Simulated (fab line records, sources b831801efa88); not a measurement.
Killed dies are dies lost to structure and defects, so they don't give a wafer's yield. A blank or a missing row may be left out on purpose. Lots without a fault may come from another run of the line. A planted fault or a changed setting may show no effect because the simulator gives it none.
fab line records | flow sky130
record lots=11 wafers=33 last_day=50
route steps=708 shown VT_ADJUST_PCH@150 POLY_GATE@229 POLY_CUT@319 SD_P@330 LI_CONTACT@381
lots that met no fault: from a run of the same line without faults
start_h: hours from the record's first day to the start of the lot's first wafer shown | wait_h: hours since the lot's step before | " the same as in the row above | L1.1+2: a row that stands for several wafers | - no value, or no start given | * or withheld: withheld | < > ~ a bound
route shown NAME@n: a module of which the file shows steps, and the number in the route of the first | usual: mean/standard deviation of fault-free wafers | same: alike in all rows | chamber/n: place in a boat | sites: the reading at each site | _std_site: their standard deviation | _edge_site: outer sites' mean less inner sites' | radius_mm: how far each site lies from the wafer's centre | mask NAME#n: copy n | behind: the tool/chamber that last shaped the wafer | hold: why the lot was held/for how many hours/how that ended | device: the transistor (n, p or np) that didn't switch | end of line: the same wafers' tests at the end of the route | a step without rows: its recipe alone | killed: dies lost to structure and defects at the first sort, not the wafer's yield | map: a wafer's dies, x killed, . not, _ none there
set.NAME: the setting as run; set.NAME@STEP: as run at that earlier step | model.NAME: the simulator's own value behind a step, which no gauge read
steps of the route over a sample of lots; a table a step, a row a wafer
services: from which hour (start_h, from the record's first day; less than 0 if before it) a tool's chamber was out of use, for how many hours, and why
## steps
# step SKY_VT_ADJUST_PCH_OVL_MEAS_07
# usual VT_ADJUST_PCH_OVL=-1.3/1.2
# columns lot.wafer tool chamber start_h wait_h VT_ADJUST_PCH_OVL[nm]
L645.1 overlay-02 - 288.91 - -1.5
L645.4 " - " " -3.0
L645.6 " - " " -1.7
L646.1 overlay-01 - 289.34 - -2.9
L646.3 " - " " -1.4
L646.6 " - " " -2.5
L648.2 overlay-02 - 301.55 - 0.3
L648.3 " - " " -1.8
L648.5 " - " " -2.7
L652.4 overlay-02 - 308.81 - -2.0
L652.5 " - " " 0.1
L652.6 " - " " -2.3
L654.2 overlay-01 - 328.50 - -2.1
L654.3 " - " " -0.9
L654.5 " - " " -0.5
L656.1 overlay-01 - 358.51 - -2.2
L656.5 " - " " -1.7
L656.6 " - " " -2.4
L659.2 overlay-02 - 375.26 - 0.0
L659.3 " - " " 1.3
L659.4 " - " " 0.2
L658.1 overlay-02 - 377.99 - 0.1
L658.3 " - " " -0.2
L658.6 " - " " 1.1
L661.1 overlay-02 - 385.39 - -1.2
L661.3 " - " " -2.2
L661.5 " - " " -1.9
L660.2 overlay-01 - 385.40 - -1.5
L660.4 " - " " -1.4
L660.6 " - " " -1.8
L664.1 overlay-02 - 402.79 - -1.8
L664.3 " - " " -1.4
L664.6 " - " " -2.0
# step SKY_POLY_GATE_ETCH_15
# recipe chemistry=N2/H2 target=BARC ion_energy_ev=200 source_w=500 bias_w=100 pressure_mtorr=30 n2_flow_sccm=100 h2_flow_sccm=200 stop_on=SiO2 time_s=118.5 target_depth_a=1100
# usual chamber_pressure_mTorr=30.001/0.025 drypump_motor_current_A=5.6/0.38 oes_product_au=0.717/0.0046 throttle_valve_pct=13.213/0.009
# columns lot.wafer tool chamber start_h wait_h chamber_pressure_mTorr drypump_motor_current_A oes_product_au rf_hours_counter_h throttle_valve_pct
L645.1 rie_diel-01 2 441.34 0.0 29.992 5.3 0.716 15 13.212
L645.4 " 0 " " 30.008 5.9 0.710 81 13.208
L645.6 " 3 " " 30.023 5.8 0.718 - 13.198
L646.1 rie_diel-01 3 444.04 0.0 29.972 5.8 0.713 7 13.234
L646.3 " 1 " " 29.979 5.3 0.716 46 13.216
L646.6 " 0 " " 29.976 5.9 0.717 - 13.206
L648.2 rie_diel-03 3 464.20 0.0 29.980 6.2 0.709 17 13.221
L648.3 " 2 " " 30.043 6.0 0.720 7 13.215
L648.5 " 2 " " 30.000 6.0 0.719 - 13.217
L652.4 rie_diel-03 2 466.41 0.0 29.968 6.0 0.709 7 13.217
L652.5 " 1 " " 29.970 5.1 0.721 - 13.207
L652.6 " 2 " " 29.999 6.0 0.715 - 13.222
L654.2 rie_diel-04 1 498.90 0.0 30.018 5.8 0.714 2 13.203
L654.3 " 2 " " 29.991 5.0 0.715 8 13.206
L654.5 " 0 " " 30.028 5.8 0.716 - 13.217
L656.1 rie_diel-01 1 526.79 0.0 30.032 5.4 0.718 47 13.203
L656.5 " 1 " " 29.969 5.3 0.724 - 13.204
L656.6 " 2 " " 29.998 5.3 0.714 - 13.209
L659.2 rie_diel-04 2 538.81 0.0 30.018 5.0 0.719 9 13.223
L659.3 " 3 " " 29.979 5.6 0.724 62 13.194
L659.4 " 1 " " 29.992 5.9 0.719 - 13.233
L658.1 rie_diel-04 1 541.79 0.0 29.986 5.8 0.717 3 13.203
L658.3 " 2 " " 30.001 5.0 0.710 9 13.220
L658.6 " 1 " " 29.991 5.8 0.714 - 13.211
L660.2 rie_diel-04 2 548.91 0.0 29.995 5.0 0.727 9 13.214
L660.4 " 2 " " 30.047 5.0 0.716 - 13.229
L660.6 " 3 " " 29.996 5.6 0.715 - 13.221
L661.1 rie_diel-01 3 551.24 0.0 29.978 5.8 0.715 9 13.214
L661.3 " 0 " " 29.952 5.9 0.723 83 13.201
L661.5 " 0 " " 29.999 5.9 0.702 - 13.220
L664.1 rie_diel-01 1 568.09 0.0 30.026 5.4 0.722 48 13.220
L664.3 " 3 " " 30.009 5.8 0.715 10 13.208
L664.6 " 3 " " 29.995 5.8 0.712 - 13.208
# step SKY_POLY_CUT_STRIP_12
# recipe chemistry=O2/N2 power_w=1400 pressure_mtorr=1500 platen_temp_c=withheld o2_flow_sccm=3000 n2_flow_sccm=300 overash_fraction=0.5
# usual chamber_pressure_mTorr=1499.9/1.3 drypump_motor_current_A=5.5/0.45 o2_flow_sccm=2999/8.6 oes_product_au=0.452/0.0042 strip_time_to_endpoint_s=5.354/0.019
# columns lot.wafer tool chamber start_h wait_h chamber_pressure_mTorr drypump_motor_current_A o2_flow_sccm oes_product_au rf_hours_counter_h strip_time_to_endpoint_s
L645.1 plasma_asher-02 0 627.33 0.0 1498.3 6.1 3006 0.453 81 5.354
L645.4 " 1 " " 1500.9 4.8 3004 0.453 - 5.361
L645.6 " 1 " " 1500.1 4.8 2998 0.456 - 5.347
L646.1 plasma_asher-01 1 628.78 0.0 1500.6 5.5 2993 0.455 94 5.341
L646.3 " 0 " " 1499.3 5.3 3002 0.456 - 5.358
L646.6 " 0 " " 1500.1 5.3 3005 0.450 - 5.355
L648.2 plasma_asher-01 0 645.98 0.0 1498.9 5.2 2996 0.449 96 5.336
L648.3 " 1 " " 1500.5 5.5 3011 0.451 - 5.360
L648.5 " 0 " " 1499.7 5.3 2999 0.456 - 5.359
L652.4 plasma_asher-02 0 650.36 0.1 1502.6 6.1 2996 0.451 - 5.319
L652.5 " 0 " " 1499.4 6.1 2990 0.448 - 5.322
L652.6 " 1 " " 1501.0 4.8 2993 0.449 - 5.334
L654.2 plasma_asher-04 1 679.72 0.0 1500.8 5.7 2997 0.450 55 5.357
L654.3 " 0 " " 1499.8 5.8 2988 0.448 - 5.335
L654.5 " 0 " " 1498.7 5.8 2997 0.463 - 5.342
L656.1 plasma_asher-04 0 705.73 0.0 - - - - - -
L656.5 " 1 " " - - - - - -
L656.6 " 0 " " - - - - - -
L659.2 plasma_asher-04 1 716.62 0.0 - - - - - -
L659.3 " 1 " " - - - - - -
L659.4 " 0 " " - - - - - -
L658.1 plasma_asher-02 0 719.12 0.0 - - - - - -
L658.3 " 0 " " - - - - - -
L658.6 " 0 " " - - - - - -
L660.2 plasma_asher-02 1 728.33 0.0 1497.9 4.8 2988 0.457 91 5.355
L660.4 " 1 " " 1499.3 4.8 2993 0.451 - 5.360
L660.6 " 0 " " 1500.4 6.1 3006 0.451 - 5.343
L661.1 plasma_asher-01 0 728.58 0.0 1504.0 5.3 3000 0.450 104 5.374
L661.3 " 1 " " 1499.7 5.5 2992 0.443 - 5.354
L661.5 " 1 " " 1498.7 5.5 3000 0.448 - 5.359
L664.1 plasma_asher-01 1 745.53 0.0 1497.7 5.5 2983 0.445 0 5.323
L664.3 " 0 " " 1499.0 5.2 3008 0.456 - 5.335
L664.6 " 1 " " 1500.7 5.5 3003 0.452 - 5.347
# step SKY_SD_P_STRIP_10
# recipe chemistry=O2/N2 power_w=1400 pressure_mtorr=1500 platen_temp_c=withheld o2_flow_sccm=3000 n2_flow_sccm=300 overash_fraction=0.5
# usual chamber_pressure_mTorr=1500.0/1.4 drypump_motor_current_A=5.7/0.5 o2_flow_sccm=2999/9.1 oes_product_au=0.617/0.0049 strip_time_to_endpoint_s=17.48/0.047
# columns lot.wafer tool chamber start_h wait_h chamber_pressure_mTorr drypump_motor_current_A o2_flow_sccm oes_product_au rf_hours_counter_h strip_time_to_endpoint_s
L645.1 plasma_asher-04 0 656.35 0.1 1501.4 5.8 3001 0.612 53 17.44
L645.4 " 0 " " 1501.0 5.9 3006 0.617 - 17.52
L645.6 " 0 " " 1499.6 5.8 3009 0.609 - 17.49
L646.1 plasma_asher-03 1 657.40 0.1 1501.7 6.2 3011 0.617 22 17.49
L646.3 " 1 " " 1498.4 6.2 3013 0.613 - 17.54
L646.6 " 0 " " 1498.6 5.8 2997 0.603 - 17.46
L648.2 plasma_asher-02 0 674.31 0.1 1499.1 6.1 3008 0.622 86 17.40
L648.3 " 1 " " 1501.2 4.8 2995 0.612 - 17.44
L648.5 " 0 " " 1498.7 6.1 3021 0.620 - 17.37
L652.4 plasma_asher-02 1 678.33 0.1 1499.9 4.8 3023 0.615 - 17.50
L652.5 " 1 " " 1498.8 4.8 3003 0.630 - 17.46
L652.6 " 0 " " 1501.8 6.1 3000 0.623 - 17.44
L654.2 plasma_asher-03 0 707.35 0.1 1500.9 5.8 3003 0.621 27 17.53
L654.3 " 0 " " 1499.7 5.8 2991 0.613 - 17.45
L654.5 " 0 " " 1499.8 5.8 2993 0.610 - 17.45
L656.1 plasma_asher-02 1 733.86 0.1 1501.9 4.8 2996 0.569 92 22.79
L656.5 " 1 " " 1500.3 4.8 2994 0.587 - 22.83
L656.6 " 0 " " 1499.5 6.1 3019 0.571 - 22.84
L659.2 plasma_asher-02 1 744.15 0.1 1500.4 4.8 2990 0.579 93 22.84
L659.3 " 0 " " 1501.4 6.1 3007 0.572 - 22.83
L659.4 " 1 " " 1500.2 4.8 2997 0.578 - 22.85
L658.1 plasma_asher-02 0 746.50 0.1 1500.8 6.1 3004 0.578 93 22.89
L658.3 " 0 " " 1501.4 6.1 2988 0.577 - 22.84
L658.6 " 1 " " 1499.8 4.8 2988 0.573 - 22.89
L660.2 plasma_asher-04 1 755.60 0.1 1502.6 5.7 3013 0.616 63 17.55
L660.4 " 0 " " 1501.6 5.8 2994 0.615 - 17.48
L660.6 " 0 " " 1502.1 5.9 3007 0.614 - 17.55
L661.1 plasma_asher-02 0 755.66 0.1 1499.5 6.1 2999 0.610 94 17.49
L661.3 " 1 " " 1500.0 4.8 2989 0.615 - 17.43
L661.5 " 0 " " 1500.8 6.1 2992 0.617 - 17.47
L664.1 plasma_asher-04 1 773.45 0.1 1501.7 5.7 2999 0.621 64 17.38
L664.3 " 0 " " 1499.6 5.8 2991 0.625 - 17.34
L664.6 " 0 " " 1501.1 5.8 2999 0.620 - 17.37
# step SKY_SD_P_TW_MEAS_11
# usual SD_P_TW=2822/15
# columns lot.wafer tool chamber start_h wait_h hold SD_P_TW
L645.1 film_metro-01 - 656.45 0.1 - 2832
L645.4 " - " " - 2817
L645.6 " - " " - 2826
L646.1 film_metro-03 - 657.50 0.1 - 2833
L646.3 " - " " - 2828
L646.6 " - " " - 2847
L648.2 film_metro-03 - 674.42 0.1 - 2843
L648.3 " - " " - 2839
L648.5 " - " " - 2837
L652.4 film_metro-01 - 678.43 0.1 - 2803
L652.5 " - " " - 2827
L652.6 " - " " - 2804
L654.2 film_metro-01 - 707.46 0.1 - 2815
L654.3 " - " " - 2823
L654.5 " - " " - 2810
L656.1 film_metro-01 - 733.96 0.1 await_dispo/0.2h/release 30
L656.5 " - " " await_dispo/0.2h/release 30
L656.6 " - " " await_dispo/0.2h/release 30
L656.1 film_metro-01 - 734.19 0.2 - 30
L656.5 " - " " - 30
L656.6 " - " " - 30
L659.2 film_metro-01 - 744.26 0.1 await_dispo/0.2h/release 30
L659.3 " - " " await_dispo/0.2h/release 30
L659.4 " - " " await_dispo/0.2h/release 30
L659.2 film_metro-01 - 744.49 0.2 - 30
L659.3 " - " " - 30
L659.4 " - " " - 30
L658.1 film_metro-02 - 746.60 0.1 await_dispo/0.2h/release 30
L658.3 " - " " await_dispo/0.2h/release 30
L658.6 " - " " await_dispo/0.2h/release 30
L658.1 film_metro-02 - 746.82 0.2 - 30
L658.3 " - " " - 30
L658.6 " - " " - 30
L660.2 film_metro-02 - 755.71 0.1 - 2819
L660.4 " - " " - 2827
L660.6 " - " " - 2813
L661.1 film_metro-02 - 755.76 0.1 - 2828
L661.3 " - " " - 2842
L661.5 " - " " - 2816
L664.1 film_metro-02 - 773.55 0.1 - 2831
L664.3 " - " " - 2821
L664.6 " - " " - 2834
# step SKY_LI_CONTACT_SPUTTER_19
# recipe material=Ti target_thk_nm=20 chamber_pressure_pa=5 power_w=2500 substrate_temp_c=200 time_s=106.37
# usual throttle_valve_pct=30.0/0.76
# columns lot.wafer tool chamber start_h wait_h throttle_valve_pct
L645.1 pvd_sputter-04 - 740.97 0.0 30.0
L645.4 " - " " 31.7
L645.6 " - " " 30.0
L646.1 pvd_sputter-03 - 743.16 0.0 29.3
L646.3 " - " " 30.5
L646.6 " - " " 29.5
L648.2 pvd_sputter-04 - 759.47 0.0 29.9
L648.3 " - " " 30.0
L648.5 " - " " 30.2
L652.4 pvd_sputter-04 - 763.79 0.0 30.1
L652.5 " - " " 31.6
L652.6 " - " " 30.2
L654.2 pvd_sputter-04 - 789.82 0.0 29.9
L654.3 " - " " 30.2
L654.5 " - " " 30.0
L660.2 pvd_sputter-02 - 837.42 0.0 29.8
L660.4 " - " " 28.6
L660.6 " - " " 29.8
L661.1 pvd_sputter-03 - 837.93 0.0 30.1
L661.3 " - " " 30.4
L661.5 " - " " 29.4
L664.1 pvd_sputter-04 - 855.52 0.0 30.0
L664.3 " - " " 31.4
L664.6 " - " " 30.0
## services
# columns tool chamber start_h hours kind
pvd_sputter-04 - 446.07 0.7 repair
plasma_asher-02 - 465.18 2.8 pm
plasma_asher-04 - 469.09 1.9 repair
rie_diel-01 0 472.89 30.6 repair
plasma_asher-02 - 487.95 0.7 repair
rie_diel-01 1 528.16 38.7 repair
rie_diel-01 3 542.14 6.7 repair
rie_diel-01 0 544.05 2.5 repair
pvd_sputter-04 - 563.85 2.1 repair
plasma_asher-04 - 582.39 2.9 repair
pvd_sputter-04 - 586.96 0.6 repair
rie_diel-01 - 605.51 1.2 repair
plasma_asher-04 - 623.84 4.4 repair
plasma_asher-04 - 628.22 6.1 pm
plasma_asher-02 - 628.43 3.0 repair
plasma_asher-02 - 667.72 3.0 repair
rie_diel-01 - 696.57 2.8 pm
rie_diel-01 - 703.91 14.6 pm
rie_diel-01 3 720.52 4.3 repair
rie_diel-01 2 821.71 4.1 repair
plasma_asher-02 - 833.31 27.9 repair
pvd_sputter-04 - 836.24 1.1 repair
pvd_sputter-04 - 836.92 3.8 repair
plasma_asher-02 - 838.22 0.8 repair
## key
first_sign step=SKY_POLY_CUT_STRIP_12 reading=tool_record direction=missing
effect step=SKY_SD_P_STRIP_10 reading=strip_time_to_endpoint_s direction=up sigmas=99+ usual=* struck=*
effect step=SKY_SD_P_TW_MEAS_11 reading=visit direction=added
effect step=SKY_SD_P_TW_MEAS_11 reading=SD_P_TW direction=down sigmas=99+ usual=2822 struck=30
met_at SKY_POLY_CUT_STRIP_12
struck_lots L656,L658,L659
scrapped_behind SKY_SD_P_TW_MEAS_11 L656.1,L656.5,L656.6,L658.1,L658.3,L658.6,L659.2,L659.3,L659.4
not_acting_at SKY_VT_ADJUST_PCH_OVL_MEAS_07,SKY_POLY_GATE_ETCH_15,SKY_LI_CONTACT_SPUTTER_19
onset_between 679.72 705.73
fault kind=skipped_step_whole tool=plasma_asher-02,plasma_asher-04 chamber=- onset_h=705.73 steps=SKY_POLY_CUT_STRIP_12 scope=struck_lots_only
